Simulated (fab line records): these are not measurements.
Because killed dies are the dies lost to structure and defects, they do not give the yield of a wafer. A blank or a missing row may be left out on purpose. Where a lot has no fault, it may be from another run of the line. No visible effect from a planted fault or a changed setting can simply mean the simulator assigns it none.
fab line records	flow sfqLine
record lots=6	wafers=18	lastDay=87
route steps=325 shown A5B@210 R5@212
lots that met no fault: taken from a fault-free run of the same line
startH: the number of hours between the record's first day and the start of the first shown wafer of the lot	waitH: hours elapsed since this lot's preceding step	" as in the row above	L1.1+2: a row that stands for several wafers	- no value, or no start was given	* or withheld: withheld	< > ~ a bound
route shown NAME@n: NAME is a module with steps in the file, n the number in the route of the first one	usual: the fault-free wafers' mean and standard deviation	same: alike in all rows	chamber/n: place in a boat	sites: readings site by site	_std_site: the values' standard deviation	_edge_site: the outer-site mean with the inner-site mean subtracted	radiusMm: how far each site lies from the wafer's centre	mask NAME#n: copy n	behind: the tool/chamber that last shaped the wafer	hold: what put the lot on hold/how long, in hours/how the hold closed	device: which transistor (n, p or np) failed to switch	end of line: the same wafers' tests at the end of the route	where a step has no rows: the recipe by itself	killed: the dies lost at the first sort to structure and to defects; this is not the yield of the wafer	map: dies across one wafer; x = killed, . = not, _ = none there
set.NAME: the setting as run; set.NAME@STEP: as run at that earlier step	model.NAME: the simulator's own value behind a step, which no gauge read
lots at selected steps of the route; one table per step, one row per wafer
services: from which hour (startH, from the record's first day; less than 0 if before it) a tool's chamber was out of use, for how many hours, and why
## steps
# step SFQ_TRILAYER_A5B_CMP_CMP_130
# recipe stopOn=Nb	downForcePsi=3	platenRpm=60	targetThkNm=340.7
# usual motorCurrentA=10.0/1.5
lot.wafer	tool	chamber	startH	waitH	motorCurrentA
L530.1	cmp-01	2	1453.78	4.9	7.8
L530.3	"	3	"	"	12.6
L530.5	"	1	1455.28	6.3	10.5
L534.3	cmp-02	1	1491.16	3.5	11.9
L534.1	"	3	1492.16	4.5	10.0
L534.5	"	1	1493.16	5.5	11.6
L541.1	cmp-01	1	1633.86	0.5	10.3
L541.2	"	2	"	"	8.2
L541.5	"	1	1635.86	2.5	10.2
L542.2	cmp-01	0	1639.36	0.0	8.3
L542.3	"	1	"	"	10.1
L542.4	"	3	1640.86	1.5	13.3
L546.1	cmp-01	0	1651.86	1.1	8.7
L546.4	"	1	"	"	10.3
L546.5	"	3	1653.36	2.5	12.9
L550.2	cmp-01	2	1677.18	0.0	8.2
L550.4	"	1	1678.68	1.5	10.2
L550.5	"	3	1679.68	2.5	12.3
# step SFQ_TRILAYER_A5B_METRO_MEASURE_131
# usual thkNm=342/5
lot.wafer	tool	chamber	startH	waitH	thkNm
L530.1	filmMetro-02	-	1456.28	2.0	350
L530.3	"	-	"	"	355
L530.5	"	-	"	"	347
L534.1	filmMetro-02	-	1493.66	1.0	347
L534.3	"	-	"	"	346
L534.5	"	-	"	"	344
L541.1	filmMetro-02	-	1636.36	2.0	347
L541.2	"	-	"	"	341
L541.5	"	-	"	"	345
L542.2	filmMetro-01	-	1642.56	2.7	335
L542.3	"	-	"	"	339
L542.4	"	-	"	"	346
L546.1	filmMetro-02	-	1654.36	2.0	339
L546.4	"	-	"	"	339
L546.5	"	-	"	"	345
L550.2	filmMetro-02	-	1680.38	2.7	338
L550.4	"	-	"	"	342
L550.5	"	-	"	"	341
# step SFQ_TRILAYER_R5_DEP_SPUTTER_132
# recipe material=Ti	basePressurePa=1.33e-06	targetThkNm=5	powerW=2000	timeS=5	chamberPressurePa=0.4
# usual throttleValvePct=29.7/1.2
lot.wafer	tool	chamber	startH	waitH	throttleValvePct
L530.1	pvdSputter-03	-	1457.48	1.0	29.4
L530.3	"	-	"	"	28.5
L530.5	"	-	"	"	29.3
L534.1	pvdSputter-05	-	1494.86	1.0	30.6
L534.3	"	-	"	"	31.7
L534.5	"	-	"	"	31.3
L541.1	pvdSputter-03	-	1637.56	1.0	30.1
L541.2	"	-	"	"	29.1
L541.5	"	-	"	"	28.7
L542.2	pvdSputter-03	-	1643.56	0.8	29.1
L542.3	"	-	"	"	29.9
L542.4	"	-	"	"	29.0
L546.1	pvdSputter-03	-	1655.56	1.0	29.1
L546.4	"	-	"	"	28.9
L546.5	"	-	"	"	28.8
L550.2	pvdSputter-03	-	1681.38	0.8	29.9
L550.4	"	-	"	"	29.0
L550.5	"	-	"	"	28.7
# step SFQ_TRILAYER_R5_DEP_SPUTTER_133
# recipe material=MoNx	basePressurePa=1.33e-06	targetThkNm=40	powerW=1000	timeS=66.7	chamberPressurePa=0.4
# usual throttleValvePct=29.7/1.2
lot.wafer	tool	chamber	startH	waitH	throttleValvePct
L530.1	pvdSputter-03	-	1457.50	0.0	29.1
L530.3	"	-	"	"	28.9
L530.5	"	-	"	"	29.2
L534.1	pvdSputter-05	-	1494.87	0.0	30.7
L534.3	"	-	"	"	32.0
L534.5	"	-	"	"	31.3
L541.1	pvdSputter-03	-	1637.58	0.0	30.0
L541.2	"	-	"	"	29.0
L541.5	"	-	"	"	28.8
L542.2	pvdSputter-03	-	1643.58	0.0	29.1
L542.3	"	-	"	"	30.0
L542.4	"	-	"	"	28.8
L546.1	pvdSputter-03	-	1655.57	0.0	29.0
L546.4	"	-	"	"	28.7
L546.5	"	-	"	"	28.6
L550.2	pvdSputter-03	-	1681.39	0.0	29.7
L550.4	"	-	"	"	29.5
L550.5	"	-	"	"	28.9
# step SFQ_TRILAYER_R5_DEP_SPUTTER_134
# recipe material=Ti	basePressurePa=1.33e-06	targetThkNm=5	powerW=2000	timeS=5	chamberPressurePa=0.4
# usual throttleValvePct=29.7/1.2
lot.wafer	tool	chamber	startH	waitH	throttleValvePct
L530.1	pvdSputter-03	-	1457.55	0.0	29.1
L530.3	"	-	"	"	28.5
L530.5	"	-	"	"	29.3
L534.1	pvdSputter-05	-	1494.93	0.0	30.4
L534.3	"	-	"	"	31.8
L534.5	"	-	"	"	31.1
L541.1	pvdSputter-03	-	1637.63	0.0	30.0
L541.2	"	-	"	"	29.1
L541.5	"	-	"	"	28.8
L542.2	pvdSputter-03	-	1643.63	0.0	28.8
L542.3	"	-	"	"	30.0
L542.4	"	-	"	"	28.5
L546.1	pvdSputter-03	-	1655.63	0.0	29.5
L546.4	"	-	"	"	28.8
L546.5	"	-	"	"	28.7
L550.2	pvdSputter-03	-	1681.45	0.0	30.1
L550.4	"	-	"	"	29.5
L550.5	"	-	"	"	28.7
# step SFQ_R5_RS_MEAS_933
# recipe thkMeasGauge=four-point-probe	reads=Ti_of_TRILAYER_R5_DEP_SPUTTER_134+MoNx_of_TRILAYER_R5_DEP_SPUTTER_133+Ti_of_TRILAYER_R5_DEP_SPUTTER_132
# usual R5_MONX_RS=7.01/0.077
lot.wafer	tool	chamber	startH	waitH	R5_MONX_RS[ohm/sq]
L530.1	filmMetro-03	-	1457.57	0.0	7.24
L530.3	"	-	"	"	7.04
L530.5	"	-	"	"	7.23
L534.1	filmMetro-03	-	1494.95	0.0	7.00
L534.3	"	-	"	"	7.13
L534.5	"	-	"	"	7.14
L541.1	filmMetro-04	-	1637.65	0.0	6.94
L541.2	"	-	"	"	6.97
L541.5	"	-	"	"	6.93
L542.2	filmMetro-03	-	1643.67	0.0	6.99
L542.3	"	-	"	"	6.97
L542.4	"	-	"	"	6.91
L546.1	filmMetro-04	-	1655.65	0.0	7.04
L546.4	"	-	"	"	6.99
L546.5	"	-	"	"	6.97
L550.2	filmMetro-04	-	1681.49	0.0	6.94
L550.4	"	-	"	"	6.93
L550.5	"	-	"	"	6.85
# step SFQ_R5_THK_MEAS_934
# recipe thkMeasGauge=xrf	reads=MoNx_of_TRILAYER_R5_DEP_SPUTTER_133
# usual R5_MONX_THK=40.6/0.51
lot.wafer	tool	chamber	startH	waitH	R5_MONX_THK[nm]
L530.1	filmMetro-03	-	1457.69	0.1	39.3
L530.3	"	-	"	"	40.4
L530.5	"	-	"	"	39.1
L534.1	filmMetro-03	-	1495.07	0.1	40.6
L534.3	"	-	"	"	40.1
L534.5	"	-	"	"	40.2
L541.1	filmMetro-04	-	1637.77	0.1	40.5
L541.2	"	-	"	"	40.6
L541.5	"	-	"	"	40.8
L542.2	filmMetro-03	-	1643.78	0.1	40.9
L542.3	"	-	"	"	40.8
L542.4	"	-	"	"	41.4
L546.1	filmMetro-04	-	1655.77	0.1	40.1
L546.4	"	-	"	"	40.1
L546.5	"	-	"	"	40.4
L550.2	filmMetro-04	-	1681.60	0.1	40.7
L550.4	"	-	"	"	40.7
L550.5	"	-	"	"	41.4
# step SFQ_TRILAYER_R5_LITHO_COAT_141
# recipe resist=BARC	spinRpm=3000	resistThkNm=62
# step SFQ_TRILAYER_R5_LITHO_COAT_136
# recipe resist=KrF	spinRpm=3000	resistThkNm=600
# step SFQ_TRILAYER_R5_LITHO_SOFTBAKE_140
# recipe tempC=withheld	timeS=withheld	resist=KrF
# step SFQ_TRILAYER_R5_LITHO_EXPOSE_137
# recipe maskId=R5	na=0.6	sourceShape=conventional	sigmaOuter=0.65	targetCdNm=500	doseMj=14.4
# step SFQ_TRILAYER_R5_LITHO_PEB_139
# recipe pebTempC=115	pebTimeS=60	resist=KrF
# step SFQ_TRILAYER_R5_LITHO_DEVELOP_138
# recipe timeS=60	resist=KrF
# usual chillPlateTempC=23.00/0.11	exhaustPa=45.2/0.91
lot.wafer	tool	chamber	startH	waitH	chillPlateTempC	exhaustPa	model.KrF_of_TRILAYER_R5_LITHO_COAT_136.thkNm
L530.1	lithoTrack-01	0	1460.83	0.1	23.04	44.0	575.3
L530.3	"	0	"	"	22.87	44.6	575.6
L530.5	"	0	"	"	22.79	44.2	573.7
L534.1	lithoTrack-02	0	1595.37	0.1	22.92	45.9	575.7
L534.3	"	0	"	"	22.96	45.6	575.3
L534.5	"	0	"	"	22.96	46.1	576.9
L541.1	lithoTrack-01	-	1641.92	0.1	-	-	602.5
L541.2	"	-	"	"	-	-	603.3
L541.5	"	-	"	"	-	-	600.9
L542.2	lithoTrack-01	-	1645.96	0.1	-	-	597.5
L542.3	"	-	"	"	-	-	598.2
L542.4	"	-	"	"	-	-	598.5
L546.1	lithoTrack-02	0	1658.28	0.1	22.97	43.8	576.8
L546.4	"	0	"	"	23.15	44.5	574.7
L546.5	"	0	"	"	23.05	44.1	576.3
L550.2	lithoTrack-01	0	1684.26	0.1	23.13	46.1	575.4
L550.4	"	0	"	"	23.09	45.9	576.2
L550.5	"	0	"	"	23.26	46.2	574.6
# step SFQ_R5_OVL_MEAS_935
# usual R5_OVL=-3/6.2
lot.wafer	tool	chamber	startH	waitH	R5_OVL[nm]
L530.1	overlay-02	-	1460.98	0.1	0
L530.3	"	-	"	"	3
L530.5	"	-	"	"	-5
L534.1	overlay-02	-	1595.52	0.1	5
L534.3	"	-	"	"	0
L534.5	"	-	"	"	1
L541.1	overlay-02	-	1642.07	0.1	-
L541.2	"	-	"	"	-
L541.5	"	-	"	"	-
L542.2	overlay-01	-	1646.09	0.1	-
L542.3	"	-	"	"	-
L542.4	"	-	"	"	-
L546.1	overlay-01	-	1658.43	0.1	-8
L546.4	"	-	"	"	-7
L546.5	"	-	"	"	-9
L550.2	overlay-02	-	1684.39	0.1	4
L550.4	"	-	"	"	6
L550.5	"	-	"	"	1
## services
tool	chamber	startH	hours	kind
cmp-02	-	1437.55	4.0	pm
cmp-01	-	1438.62	1.3	repair
filmMetro-01	-	1442.08	1.0	pm
filmMetro-02	-	1451.87	0.8	pm
filmMetro-01	-	1470.97	1.1	pm
cmp-01	-	1475.50	5.6	repair
cmp-01	-	1491.22	2.4	repair
cmp-01	-	1494.82	0.2	repair
pvdSputter-05	-	1498.05	4.3	repair
cmp-01	-	1502.34	3.4	repair
cmp-02	-	1511.66	4.4	pm
cmp-01	-	1519.82	2.5	repair
cmp-01	-	1534.53	7.3	repair
cmp-02	-	1543.98	5.0	repair
pvdSputter-03	-	1567.56	5.1	repair
filmMetro-02	-	1573.96	0.5	pm
cmp-02	-	1585.66	1.8	repair
cmp-01	-	1593.42	4.0	pm
filmMetro-02	-	1594.69	0.9	pm
cmp-01	-	1597.42	-	consumableReplace:conditioner
filmMetro-01	-	1606.74	1.2	pm
filmMetro-02	-	1615.11	6.4	pm
filmMetro-01	-	1625.41	1.8	pm
filmMetro-01	-	1651.45	0.3	pm
## key
firstSign step=SFQ_TRILAYER_R5_LITHO_DEVELOP_138	reading=toolRecord	direction=missing
effect none on later readings
modelEffect step=SFQ_TRILAYER_R5_LITHO_DEVELOP_138	value=KrF_of_TRILAYER_R5_LITHO_COAT_136.thkNm	without=574.8	struck=600.2
metAt SFQ_TRILAYER_R5_LITHO_DEVELOP_138
struckWafers L541.1,L541.2,L541.5,L542.2,L542.3,L542.4
onsetBetween 1460.83 1641.92
fault kind=skippedStepWhole	tool=lithoTrack-01	chamber=-	onsetH=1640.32	steps=SFQ_TRILAYER_R5_LITHO_DEVELOP_138	scope=struckLotsOnly
